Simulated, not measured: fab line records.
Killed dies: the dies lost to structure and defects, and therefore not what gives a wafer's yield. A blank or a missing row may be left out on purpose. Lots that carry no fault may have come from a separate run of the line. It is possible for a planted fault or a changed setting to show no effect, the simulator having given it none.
Which of the tools did it? :: flow sky130 :: 10 lots, 30 wafers sampled, at 4 steps of a route of 708

## WHAT EACH GAUGE READ, for each wafer
SKY_METAL1_RS_MEAS_05: uses a four-point probe to measure.
lot: L666
measured: day 34 00:38
on: film metro-02
METAL1_ALCU_RS (ohm/sq): 0.1287 0.1276 0.1282

lot: L670
measured: day 34 00:58
on: film metro-04
METAL1_ALCU_RS (ohm/sq): 0.0701 0.0700 0.0702

lot: L669
measured: day 34 02:42
on: film metro-02
METAL1_ALCU_RS (ohm/sq): 0.0695 0.0702 0.0692

lot: L671
measured: day 34 08:43
on: film metro-04
METAL1_ALCU_RS (ohm/sq): 0.1259 0.1259 0.1257

lot: L673
measured: day 35 17:54
on: film metro-02
METAL1_ALCU_RS (ohm/sq): 0.1257 0.1271 0.1251

lot: L674
measured: day 35 23:25
on: film metro-04
METAL1_ALCU_RS (ohm/sq): 0.1263 0.1277 0.1240

lot: L678
measured: day 36 05:47
on: film metro-04
METAL1_ALCU_RS (ohm/sq): 0.1288 0.1293 0.1283

lot: L677
measured: day 36 07:02
on: film metro-01
METAL1_ALCU_RS (ohm/sq): 0.1289 0.1294 0.1306

lot: L681
measured: day 37 06:02
on: film metro-01
METAL1_ALCU_RS (ohm/sq): 0.1304 0.1271 0.1280

lot: L683
measured: day 37 16:59
on: film metro-04
METAL1_ALCU_RS (ohm/sq): 0.1284 0.1272 0.1271

## TOOL THAT RAN EACH LOT (tool first, then ch and the chambers of the sampled wafers, then the start)
lot: L666
SKY_CONTACT_SPUTTER_23: pvd sputter-01, day 33 23:49
SKY_METAL1_SPUTTER_02: pvd sputter-01, day 34 00:31
SKY_METAL1_SPUTTER_04: pvd sputter-01, day 34 00:34

lot: L670
SKY_CONTACT_SPUTTER_23: pvd sputter-04, day 34 00:08
SKY_METAL1_SPUTTER_02: pvd sputter-02, day 34 00:50
SKY_METAL1_SPUTTER_04: pvd sputter-02, day 34 00:53

lot: L669
SKY_CONTACT_SPUTTER_23: pvd sputter-01, day 34 01:53
SKY_METAL1_SPUTTER_02: pvd sputter-02, day 34 02:35
SKY_METAL1_SPUTTER_04: pvd sputter-02, day 34 02:38

lot: L671
SKY_CONTACT_SPUTTER_23: pvd sputter-04, day 34 07:53
SKY_METAL1_SPUTTER_02: pvd sputter-01, day 34 08:35
SKY_METAL1_SPUTTER_04: pvd sputter-01, day 34 08:38

lot: L673
SKY_CONTACT_SPUTTER_23: pvd sputter-04, day 35 17:02
SKY_METAL1_SPUTTER_02: pvd sputter-01, day 35 17:45
SKY_METAL1_SPUTTER_04: pvd sputter-01, day 35 17:47

lot: L674
SKY_CONTACT_SPUTTER_23: pvd sputter-04, day 35 22:37
SKY_METAL1_SPUTTER_02: pvd sputter-03, day 35 23:20
SKY_METAL1_SPUTTER_04: pvd sputter-03, day 35 23:23

lot: L678
SKY_CONTACT_SPUTTER_23: pvd sputter-04, day 36 04:58
SKY_METAL1_SPUTTER_02: pvd sputter-03, day 36 05:40
SKY_METAL1_SPUTTER_04: pvd sputter-03, day 36 05:43

lot: L677
SKY_CONTACT_SPUTTER_23: pvd sputter-01, day 36 06:14
SKY_METAL1_SPUTTER_02: pvd sputter-01, day 36 06:56
SKY_METAL1_SPUTTER_04: pvd sputter-01, day 36 06:58

lot: L681
SKY_CONTACT_SPUTTER_23: pvd sputter-03, day 37 05:14
SKY_METAL1_SPUTTER_02: pvd sputter-01, day 37 05:56
SKY_METAL1_SPUTTER_04: pvd sputter-01, day 37 05:59

lot: L683
SKY_CONTACT_SPUTTER_23: pvd sputter-01, day 37 16:10
SKY_METAL1_SPUTTER_02: pvd sputter-03, day 37 16:52
SKY_METAL1_SPUTTER_04: pvd sputter-03, day 37 16:55
- SKY_CONTACT_SPUTTER_23: material TiN, target thk 20 nm, time 80 s.
- SKY_METAL1_SPUTTER_02: material AlCu, target thk 250 nm, time 13.3 s.
- SKY_METAL1_SPUTTER_04: material TiN, target thk 70 nm, time 58.3 s.

## THE ANSWER, worked out from the rows above alone
Rule: what is usual is taken from the lots themselves. The widest of any qualifying gaps counts: lots, ordered by their means at a reading, are off when they make up no more than a third of the lots, leave a main group of 4 or more, and stand apart from it by 3 or more times the standard deviation of that group's means. Not used: any main group whose means are identical at the precision the tables above print for the reading. Also off: a lot with no number at a reading for which 4 or more lots have one. Where the step has rows for the other lots, those lots are counted as sound.
Off: at SKY_METAL1_RS_MEAS_05 (METAL1_ALCU_RS), L670, L669. For the main group the mean is 0.1276 ohm/sq and the standard deviation 0.0014.
If a tool, at a process step before that reading, ran all the lots that are off and no sound lot after the first of them, it fits. Those tools and the gauges at SKY_METAL1_RS_MEAS_05 are tried in the same way. One candidate fits, namely pvd sputter-02 at SKY_METAL1_SPUTTER_02 and SKY_METAL1_SPUTTER_04. It ran no sound lot before its first lot that is off in this sample, so the start can't be narrowed down.

## WHAT WAS PUT IN BY THE SIMULATOR
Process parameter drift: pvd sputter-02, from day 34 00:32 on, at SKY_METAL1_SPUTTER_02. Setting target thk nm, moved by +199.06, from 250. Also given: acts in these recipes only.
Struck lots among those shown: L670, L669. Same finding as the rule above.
